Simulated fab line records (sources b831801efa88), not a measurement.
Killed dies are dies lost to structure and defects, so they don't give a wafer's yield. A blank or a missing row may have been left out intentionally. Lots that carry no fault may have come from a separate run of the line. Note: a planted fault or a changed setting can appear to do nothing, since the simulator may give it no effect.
fab line records | flow sky130
[record] lots = 6 wafers = 18 last-day = 50
route steps=708 shown POLY_GATE@235 LDD_N@237 PAD_OPEN@708
lots untouched by any fault: they come from a run of this same line in which no faults occurred
start-h: the number of hours between the record's first day and the start of the first shown wafer of the lot | wait-h: hours elapsed since this lot's preceding step | " identical to the entry in the row above | L1.1+2: a row that stands for several wafers | - no value, or no start was given | * or withheld: withheld | < > ~ a bound
route shown NAME@n: NAME is a module with steps in the file, n the number in the route of the first one | usual: mean/standard deviation of fault-free wafers | same: alike in all rows | chamber/n: place in a boat | sites: per-site readings | _std_site: standard deviation of those values | _edge_site: outer sites' mean less inner sites' | radius-mm: for every site, how far away it sits from the centre of the wafer | mask NAME#n: copy n | behind: the last tool/chamber to shape the wafer | hold: why the lot went on hold/how many hours it stayed there/how the hold came to an end | device: the transistor (n, p or np) that didn't switch | end of line: the tests these same wafers got at the end of their route | a step with no rows: only its recipe | killed: dies that structure and defects cost at the first sort, which is not the same as the wafer's yield | map: dies across one wafer; x = killed, . = not, _ = none there
set.NAME: the setting that was run; set.NAME@STEP: the one run at that earlier step | model.NAME: the simulator's own value behind a step, which no gauge read
a table for each step, a row for each wafer; lots at some steps of the route
services: when a tool's chamber went out of use (start-h, in hours from the record's first day, below 0 if earlier), for how many hours, and the reason
[[steps]]
[step SKY_POLY_GATE_THK_MEAS_21]
[recipe] reads = SiO2_of_POLY_GATE_OXIDATION_20
[usual] POLY_GATE_OXIDATION_THK = 3.99/0.092
// columns lot.wafer tool chamber start-h wait-h POLY_GATE_OXIDATION_THK[nm]
L959.2 film-metro-01 - 459.87 0.0 3.85
L959.3 " - " " 3.82
L959.4 " - " " 3.87
L960.1 film-metro-01 - 468.36 0.0 3.91
L960.2 " - " " 3.96
L960.6 " - " " 3.95
L967.1 film-metro-03 - 526.15 0.0 3.91
L967.3 " - " " 3.78
L967.5 " - " " 3.81
L969.2 film-metro-02 - 540.08 0.0 3.94
L969.4 " - " " 4.06
L969.5 " - " " 3.94
L972.2 film-metro-01 - 574.97 0.0 3.89
L972.3 " - " " 3.85
L972.5 " - " " 3.93
L973.2 film-metro-02 - 585.00 0.0 3.92
L973.3 " - " " 3.89
L973.5 " - " " 3.94
[step SKY_POLY_GATE_CD_MEAS_22]
[usual] cd-nm = 150.5/2
// columns lot.wafer tool chamber start-h wait-h cd-nm
L959.2 cd-sem-01 - 459.94 0.1 153.6
L959.3 " - " " 149.5
L959.4 " - " " 151.0
L960.1 cd-sem-01 - 468.42 0.1 155.4
L960.2 " - " " 152.1
L960.6 " - " " 155.6
L967.1 cd-sem-01 - 526.21 0.1 148.9
L967.3 " - " " 148.6
L967.5 " - " " 151.4
L969.2 cd-sem-01 - 540.16 0.1 150.4
L969.4 " - " " 149.9
L969.5 " - " " 152.1
L972.2 cd-sem-02 - 575.04 0.1 151.3
L972.3 " - " " 151.8
L972.5 " - " " 151.4
L973.2 cd-sem-01 - 585.08 0.1 148.5
L973.3 " - " " 148.7
L973.5 " - " " 150.0
[step SKY_LDD_N_DEHYDRATE_00]
[recipe] temp-c = 200 time-s = 60
[step SKY_LDD_N_HMDS_01]
[recipe] prime-time-s = 60 prime-temp-c = 120
[step SKY_LDD_N_COAT_02]
[recipe] resist = NOVOLAK spin-rpm = 3000 resist-thk-nm = 300
[step SKY_LDD_N_SOFTBAKE_03]
[recipe] temp-c = 90 time-s = 60 resist = NOVOLAK
[step SKY_LDD_N_EXPOSE_04]
[recipe] mask-id = NTM target-cd-nm = 840 na = 0.6 source-shape = conventional sigma-outer = 0.6 dose-mj = 110
[step SKY_LDD_N_PEB_05]
[recipe] temp-c = withheld time-s = * resist = NOVOLAK
[step SKY_LDD_N_DEVELOP_06]
[recipe] develop-time-s = 60 dev-temp-c = 23
[step SKY_LDD_N_OVL_MEAS_07]
[usual] LDD_N_OVL = -1.1/1.7
// columns lot.wafer tool chamber start-h wait-h LDD_N_OVL[nm]
L959.2 overlay-02 - 490.94 0.1 -0.1
L959.3 " - " " 1.8
L959.4 " - " " 1.4
L960.1 overlay-01 - 499.98 0.1 0.8
L960.2 " - " " 1.3
L960.6 " - " " 0.6
L967.1 overlay-01 - 556.21 0.1 -3.4
L967.3 " - " " -2.7
L967.5 " - " " -2.0
L969.2 overlay-01 - 569.87 0.1 -1.7
L969.4 " - " " -1.8
L969.5 " - " " -0.5
L972.2 overlay-02 - 604.59 0.1 0.0
L972.3 " - " " -1.3
L972.5 " - " " -0.4
L973.2 overlay-02 - 613.99 0.1 0.6
L973.3 " - " " 0.4
L973.5 " - " " 1.4
[step SKY_LDD_N_IMPLANT_08]
[recipe] species = As energy-kev = 20 dose-cm2 = 7.5e+13 tilt-deg = withheld rotation-deg = 23
[step SKY_LDD_N_IMPLANT_09]
[recipe] species = As energy-kev = 20 dose-cm2 = 7.5e+13 tilt-deg = withheld rotation-deg = 113
[step SKY_LDD_N_IMPLANT_10]
[recipe] species = As energy-kev = 20 dose-cm2 = 7.5e+13 tilt-deg = withheld rotation-deg = 203
[usual] beam-on-s = 9.99/0.2 dose-ions-cm2 = 7.5e+13/8.4e+10
// columns lot.wafer tool chamber start-h wait-h beam-on-s dose-ions-cm2
L959.2 implanter-03 0 491.29 0.1 10.05 7.5e+13
L959.3 " 0 " " 10.03 7.493e+13
L959.4 " 0 " " 9.97 7.487e+13
L960.1 implanter-04 0 500.32 0.1 9.88 7.509e+13
L960.2 " 0 " " 9.93 7.512e+13
L960.6 " 0 " " 10.34 7.496e+13
L967.1 implanter-04 0 556.55 0.1 11.19 8.459e+13
L967.3 " 0 " " 10.91 8.466e+13
L967.5 " 0 " " 10.64 8.476e+13
L969.2 implanter-04 0 570.22 0.1 10.71 8.476e+13
L969.4 " 0 " " 11.18 8.487e+13
L969.5 " 0 " " 10.84 8.49e+13
L972.2 implanter-03 0 604.94 0.1 9.99 7.501e+13
L972.3 " 0 " " 9.92 7.495e+13
L972.5 " 0 " " 9.83 7.492e+13
L973.2 implanter-03 0 614.34 0.1 10.22 7.519e+13
L973.3 " 0 " " 10.12 7.501e+13
L973.5 " 0 " " 9.45 7.49e+13
[step SKY_LDD_N_IMPLANT_11]
[recipe] species = As energy-kev = 20 dose-cm2 = 7.5e+13 tilt-deg = withheld rotation-deg = 293
[step SKY_PAD_OPEN_PROBE_99]
[usual] killed_at_M0_to_M3 = 43/7.2 killed_at_M4_up = 3.0/2 killed-at-contacts = 24/5.5 killed-at-front-end = 15/4.2 killed-at-other = 0.3/0.51 killed-dies = 85/10 killed-open = 46/7.3 killed-short = 38/6.4
[same] gross-dies = 492 killed-at-back-side = 0
// columns lot.wafer tool chamber start-h wait-h killed_at_M0_to_M3 killed_at_M4_up killed-at-contacts killed-at-front-end killed-at-other killed-dies killed-open killed-short model.etest.tip-n.rs-ohm-sq
L959.2 prober-01 - 1139.27 0.1 44 1 20 20 0 85 48 37 446
L959.3 prober-01 - 1139.32 0.2 50 3 27 20 1 101 61 40 446.7
L959.4 prober-01 - 1139.37 0.2 52 1 24 18 1 96 58 38 444.4
L960.1 prober-01 - 1142.13 0.1 40 4 32 15 3 94 53 41 448
L960.2 prober-01 - 1142.18 0.1 44 3 33 14 0 94 51 43 444.2
L960.6 prober-01 - 1142.38 0.2 57 6 29 8 1 101 52 49 446.8
L967.1 prober-02 - 1178.93 0.1 43 1 12 19 1 76 42 34 433.3
L967.3 prober-02 - 1179.03 0.2 35 5 26 11 0 77 42 35 431.3
L967.5 prober-02 - 1179.13 0.2 51 4 22 8 0 85 49 36 432.3
L969.2 prober-02 - 1184.77 0.1 43 2 16 13 0 74 37 37 431.8
L969.4 prober-02 - 1184.87 0.2 50 2 30 12 0 94 49 45 432.3
L969.5 prober-02 - 1184.92 0.2 37 7 22 12 0 78 38 40 433.2
L972.2 prober-01 - 1203.53 0.1 48 2 35 14 1 100 56 44 435.4
L972.3 prober-01 - 1203.58 0.2 49 3 32 10 0 94 61 33 432.8
L972.5 prober-01 - 1203.68 0.2 29 1 21 18 0 69 39 30 434.8
L973.2 prober-01 - 1211.03 0.1 42 3 25 14 1 85 46 39 444.8
L973.3 prober-01 - 1211.08 0.2 51 14 14 14 0 93 47 46 443.8
L973.5 prober-01 - 1211.18 0.2 54 3 16 21 0 94 48 46 441.9
// killed by level:class
L959.2 VIA1:geometric-particle:open=12 LI_CONTACT:geometric-particle:open=9 METAL1:geometric-particle:short=9 VIA2:geometric-particle:open=7 FIELD_ISO:geometric-particle:short=6 CONTACT:geometric-particle:open=6 FIELD_ISO:geometric-particle:open=4 POLY_GATE:geometric-particle:short=4
L959.3 VIA1:geometric-particle:open=13 CONTACT:geometric-particle:open=11 LI_CONTACT:geometric-particle:open=8 VIA2:geometric-particle:open=7 FIELD_ISO:geometric-particle:open=6 METAL1:geometric-particle:short=6 VIA3:geometric-particle:short=6 LOCAL_INTERCONNECT:geometric-particle:short=5
L959.4 VIA1:geometric-particle:open=19 LI_CONTACT:geometric-particle:open=9 CONTACT:geometric-particle:open=6 VIA1:geometric-particle:short=6 FIELD_ISO:geometric-particle:short=5 VIA2:geometric-particle:open=5 VIA2:geometric-particle:short=4 VIA3:geometric-particle:open=4
L960.1 CONTACT:geometric-particle:open=14 VIA2:geometric-particle:open=12 VIA1:geometric-particle:open=9 LOCAL_INTERCONNECT:geometric-particle:short=6 VIA1:geometric-particle:short=6 CONTACT:geometric-particle:short=5 POLY_GATE:geometric-particle:open=4 LI_CONTACT:geometric-particle:open=4
L960.2 CONTACT:geometric-particle:open=15 VIA1:geometric-particle:open=12 LOCAL_INTERCONNECT:geometric-particle:short=8 METAL2:geometric-particle:short=7 VIA2:geometric-particle:open=7 POLY_GATE:geometric-particle:short=5 VIA2:geometric-particle:short=5 POLY_GATE:geometric-particle:open=4
L960.6 VIA1:geometric-particle:open=10 VIA2:geometric-particle:open=10 METAL2:geometric-particle:short=9 LI_CONTACT:geometric-particle:open=8 CONTACT:geometric-particle:open=8 CONTACT:geometric-particle:short=7 LOCAL_INTERCONNECT:geometric-particle:short=5 METAL1:geometric-particle:short=5
L967.1 METAL2:geometric-particle:short=8 VIA3:geometric-particle:open=8 VIA1:geometric-particle:open=8 VIA2:geometric-particle:open=7 LI_CONTACT:geometric-particle:open=6 FIELD_ISO:geometric-particle:open=5 POLY_GATE:geometric-particle:short=5 VIA1:geometric-particle:short=4
L967.3 CONTACT:geometric-particle:short=9 VIA1:geometric-particle:open=8 LI_CONTACT:geometric-particle:open=7 CONTACT:geometric-particle:open=7 METAL2:geometric-particle:short=6 VIA2:geometric-particle:open=6 VIA3:geometric-particle:open=5 VIA1:geometric-particle:short=4
L967.5 VIA1:geometric-particle:open=17 CONTACT:geometric-particle:open=10 METAL1:geometric-particle:short=8 VIA3:geometric-particle:open=5 FIELD_ISO:geometric-particle:open=4 LI_CONTACT:geometric-particle:open=4 CONTACT:geometric-particle:short=4 VIA1:geometric-particle:short=4
L969.2 VIA1:geometric-particle:open=10 VIA3:geometric-particle:open=8 LOCAL_INTERCONNECT:geometric-particle:short=5 METAL2:geometric-particle:short=5 FIELD_ISO:geometric-particle:open=4 CONTACT:geometric-particle:short=4 CONTACT:geometric-particle:open=4 VIA1:geometric-particle:short=4
L969.4 VIA1:geometric-particle:open=12 CONTACT:geometric-particle:open=9 VIA1:geometric-particle:short=9 VIA3:geometric-particle:open=9 LI_CONTACT:geometric-particle:open=8 METAL2:geometric-particle:short=7 POLY_GATE:geometric-particle:short=5 POLY_GATE:geometric-particle:open=5
L969.5 VIA1:geometric-particle:open=10 CONTACT:geometric-particle:open=9 VIA2:geometric-particle:open=7 CONTACT:geometric-particle:short=7 METAL1:geometric-particle:short=7 METAL4:geometric-particle:short=5 VIA1:geometric-particle:short=4 POLY_GATE:geometric-particle:open=4
L972.2 LI_CONTACT:geometric-particle:open=13 CONTACT:geometric-particle:open=12 VIA3:geometric-particle:open=9 VIA2:geometric-particle:open=8 METAL2:geometric-particle:short=7 METAL1:geometric-particle:short=6 CONTACT:geometric-particle:short=5 POLY_GATE:geometric-particle:short=5
L972.3 VIA1:geometric-particle:open=17 LI_CONTACT:geometric-particle:open=11 CONTACT:geometric-particle:open=10 CONTACT:geometric-particle:short=9 METAL2:geometric-particle:short=6 VIA2:geometric-particle:open=6 VIA3:geometric-particle:open=5 FIELD_ISO:geometric-particle:short=4
L972.5 CONTACT:geometric-particle:open=9 FIELD_ISO:geometric-particle:open=7 VIA1:geometric-particle:open=6 METAL2:geometric-particle:short=6 VIA3:geometric-particle:open=5 LI_CONTACT:geometric-particle:open=4 FIELD_ISO:geometric-particle:short=3 POLY_GATE:geometric-particle:short=3
L973.2 CONTACT:geometric-particle:open=14 VIA1:geometric-particle:open=12 POLY_GATE:geometric-particle:short=8 VIA2:geometric-particle:open=5 VIA1:geometric-particle:short=5 VIA3:geometric-particle:open=5 METAL2:geometric-particle:short=4 LOCAL_INTERCONNECT:geometric-particle:short=4
L973.3 VIA1:geometric-particle:open=12 METAL4:geometric-particle:short=10 VIA3:geometric-particle:open=7 CONTACT:geometric-particle:open=7 VIA2:geometric-particle:open=6 VIA1:geometric-particle:short=5 POLY_GATE:geometric-particle:short=5 VIA2:geometric-particle:short=5
L973.5 VIA1:geometric-particle:open=12 METAL1:geometric-particle:short=9 CONTACT:geometric-particle:open=8 VIA2:geometric-particle:open=8 FIELD_ISO:geometric-particle:open=6 POLY_GATE:geometric-particle:short=5 VIA1:geometric-particle:short=5 FIELD_ISO:geometric-particle:short=4
[[services]]
// columns tool chamber start-h hours kind
implanter-04 - 475.28 1.4 repair
implanter-04 - 485.54 11.1 repair
implanter-03 - 528.62 19.5 pm
implanter-04 - 540.93 0.9 repair
[[key]]
[first-sign] step = SKY_LDD_N_IMPLANT_10 reading = dose-ions-cm2 direction = up sigmas = 99+ usual = * struck = *
[effect] step = SKY_LDD_N_IMPLANT_10 reading = beam-on-s direction = up sigmas = 4.6 usual = 9.99 struck = 10.91
[model-effect] step = SKY_PAD_OPEN_PROBE_99 value = etest.tip-n.rs-ohm-sq without = 441 struck = 432.4
met-at SKY_LDD_N_IMPLANT_10
struck-wafers L967.1,L967.3,L967.5,L969.2,L969.4,L969.5
tester-left-out L967,L969
onset-between 500.32 556.55
[fault] kind = process-parameter-drift tool = implanter-04 chamber = - onset-h = 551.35 steps = SKY_LDD_N_IMPLANT_10 channel = dose-cm2 offset = * shape = step end-h = 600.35 acts-in = * stated = *
// tester-left-out: of these lots the tester's yield and bins aren't shown, on N5 and GAA mostly nor the transistor test; their killed dies are dies lost to structure and defects alone, not to doping, threshold or leakage, so they don't give the yield
